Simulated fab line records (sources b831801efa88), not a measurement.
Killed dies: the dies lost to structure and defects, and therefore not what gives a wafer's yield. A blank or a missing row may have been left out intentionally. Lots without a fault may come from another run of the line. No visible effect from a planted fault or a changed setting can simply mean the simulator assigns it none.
The tool behind it: which one?    flow sky130    14 lots, 42 wafers sampled, at 2 steps of a route of 708

== WHAT THE GAUGES READ, wafer by wafer ==
SKY_SONOS_ONO_THK_MEAS_05. Usual: for SONOS_ONO_CVD_04_THK the level is 5.72 nm and the standard deviation is 0.13.
lot   measured      on             SONOS_ONO_CVD_04_THK (nm)  flag
L265  day 11 09:28  film_metro-02  5.60 5.59 5.61             
L266  day 12 01:20  film_metro-02  5.69 5.58 5.73             
L271  day 13 20:47  film_metro-03  5.84 5.82 5.68             
L272  day 14 05:01  film_metro-01  5.81 5.82 5.76             
L273  day 14 09:50  film_metro-01  5.77 5.72 5.76             
L274  day 14 12:36  film_metro-01  5.88 5.74 5.75             
L275  day 14 22:53  film_metro-03  5.67 5.71 5.57             
L276  day 15 06:34  film_metro-01  5.87 5.73 5.82             
L277  day 15 13:09  film_metro-03  5.60 5.58 5.61             
L280  day 16 06:11  film_metro-03  5.67 5.72 5.68             
L282  day 17 04:58  film_metro-02  5.66 5.60 5.77             
L281  day 17 04:59  film_metro-01  5.51 5.63 5.79             
L283  day 17 15:10  film_metro-01  5.91 5.79 5.78             
L288  day 19 14:36  film_metro-01  5.71 5.71 5.76             

SKY_POLY_GATE_OVL_MEAS_14. Usual: for POLY_GATE_OVL the level is 1 nm and the standard deviation is 5.1.
lot   measured      on          POLY_GATE_OVL (nm)  flag
L265  day 16 04:05  overlay-02  7 5 5               
L266  day 16 18:59  overlay-01  1 -2 3              
L271  day 18 21:35  overlay-02  -2 4 2              
L272  day 19 04:17  overlay-02  0 8 4               
L273  day 19 11:46  overlay-02  -5 1 -2             
L274  day 19 14:32  overlay-01  -1 3 -4             
L275  day 20 06:13  overlay-02  2 5 -2              
L276  day 20 13:35  overlay-01  8 13 8              
L277  day 20 17:37  overlay-01  -1 -1 2             
L280  day 21 15:28  overlay-01  1 5 -3              
L282  day 22 12:32  overlay-01  3 6 -1              
L281  day 22 11:47  overlay-01  0 8 6               
L283  day 23 00:43  overlay-02  4 -1 0              
L288  day 25 01:26  overlay-02  -6 -11 -11          

== TOOL THAT RAN EACH LOT (tool first, then ch and the chambers of the sampled wafers, then the start) ==
The record holds no process step before these readings.

== WHAT THE TOOLS THEMSELVES READ (means of the sampled wafers that have a number; where no wafer has one, the mark that the record gives instead) ==
The record holds no such reading with a usual standard deviation.

== THE ANSWER, worked out from the rows above alone ==
Rule: a lot counts as off when the mean over its wafers that have a number is more than 3 standard deviations away from the usual mean. A lot without any number at a reading at which 4 lots or more have one is off too. The other lots that the step has rows for count as sound. After the gauges, taken in route order, come the tools' own readings; for these a lot's mean is taken, as printed above. At the first step where some lot is off, the reading lying furthest off is the one used; lots without a number count as furthest.
Across all readings shown, no lot is off: no conclusion can be drawn from this.

== WHAT THE SIMULATOR HAD INSERTED ==
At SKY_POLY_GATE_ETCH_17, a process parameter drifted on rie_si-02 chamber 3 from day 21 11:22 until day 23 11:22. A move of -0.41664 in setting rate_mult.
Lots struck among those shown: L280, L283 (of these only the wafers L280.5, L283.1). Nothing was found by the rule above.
